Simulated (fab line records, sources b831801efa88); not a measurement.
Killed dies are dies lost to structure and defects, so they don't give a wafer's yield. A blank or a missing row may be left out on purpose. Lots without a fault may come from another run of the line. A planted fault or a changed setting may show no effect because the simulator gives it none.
A struck lot beside a sound one | flow sky130 | 16 steps out of a route of 708
Sound: wafers L727.1, L727.2, L727.6. Struck: wafer L738.3. (L738.1 of the same lot was not struck and is left out.) The cause comes at the end.
At each step with rows: each side's tool, then ch and its chambers, then its first start. Under that, the readings that differ: sound wafers | struck wafers | difference of the means | sigmas: that difference in standard deviations of wafers without a fault.
alike: readings whose means differ by less than 2 such deviations, and words and numbers that are the same on both sides. not compared: withheld readings, readings that some wafer has no value for, bounds like >300 that may hide the same value, and numbers for which the record gives no deviation and whose values overlap.
The two part at a step that has a row with sigmas, a row that says differs or no value, or rows on one side only. Numbers that don't overlap but have no deviation are shown without sigmas and don't part them. A reading that every wafer of one side lacks parts them only if that side has two wafers or more.

first, 8 steps without rows for these wafers: SKY_METAL1_DEHYDRATE_07 (time 60 s); SKY_METAL1_HMDS_08 (prime time 60 s); SKY_METAL1_COAT_09 (resist thk 60 nm); SKY_METAL1_COAT_10 (resist thk 450 nm); SKY_METAL1_SOFTBAKE_11 (time 90 s); SKY_METAL1_EXPOSE_12 (exposes mask MM1, target cd 140 nm); SKY_METAL1_PEB_13; SKY_METAL1_DEVELOP_14 (develop time 60 s).
SKY_METAL1_CD_MEAS_15: target cd 140 nm.
  sound on cd_sem-02, day 33 10:26; struck on cd_sem-02, day 37 20:14
  alike: cd_nm
SKY_METAL1_OVL_MEAS_16:
  sound on overlay-02, day 33 10:34; struck on overlay-02, day 37 20:22
  alike: METAL1_OVL
SKY_METAL1_DESCUM_17: chemistry O2, time 8 s.
  sound on rie_metal-03 ch 0,1, day 33 10:36; struck on rie_metal-03 ch 1, day 37 20:24
  alike: drypump_motor_current_A, oes_product_au, rf_fwd_power_W
  not compared: rf_hours_counter_h
SKY_METAL1_ETCH_18: etches BARC in N2/H2, stops on SiO2, time 45.9 s, target depth 60 nm.
  sound on rie_metal-03 ch 0,1, day 33 10:38; struck on rie_metal-03 ch 1, day 37 20:26
  alike: bias_w, drypump_motor_current_A, oes_product_au, rf_fwd_power_W, throttle_valve_pct
  not compared: rf_hours_counter_h
SKY_METAL1_METAL_ETCH_19: etches the open film in Cl2/BCl3, stops on SiO2, target depth 360 nm, time 78 s.
  sound on rie_metal-03 ch 0,1, day 33 10:41; struck on rie_metal-03 ch 1, day 37 20:29
  reading                                       | sound             | struck  | difference | sigmas
  oes_product_au (a.u.)                         | 0.858 0.848 0.834 | 0.785   | -0.062     | -10
  over_etch_frac                                | 0.3 0.3 0.3       | 0.51155 | +0.21155   |
  model.KrF-thick_of_METAL1_COAT_10.thk_nm (nm) | 161.7 149.7 147.7 | 130.4   | -22.6      |
  alike: bias_w, drypump_motor_current_A, rf_fwd_power_W, throttle_valve_pct
  not compared: rf_hours_counter_h
SKY_METAL1_STRIP_20: strips in O2/N2.
  sound on plasma_asher-04 ch 0,1, day 33 10:47; struck on plasma_asher-04 ch 0, day 37 20:35
  reading                      | sound             | struck | difference | sigmas
  oes_product_au (a.u.)        | 0.338 0.345 0.343 | 0.329  | -0.013     | -3
  strip_time_to_endpoint_s (s) | 2.71 2.59 2.56    | 2.38   | -0.24      | -4
  alike: drypump_motor_current_A
  not compared: rf_hours_counter_h
then, 1 step without rows for these wafers: SKY_METAL1_STRIP_21 (strips in post etch residue remover, time 1200 s).
SKY_PAD_OPEN_PROBE_99:
  the record has rows for the sound wafers here (prober-01, day 46 10:40) and none for the struck ones

WHERE THEY PART
First at SKY_METAL1_METAL_ETCH_19; last, within this record, at SKY_PAD_OPEN_PROBE_99.

WHY: what the simulator had put in
Process parameter drift: rie_metal-03, from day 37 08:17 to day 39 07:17, at SKY_METAL1_METAL_ETCH_19. Setting over_etch_frac, moved by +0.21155, from 0.3. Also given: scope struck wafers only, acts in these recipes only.
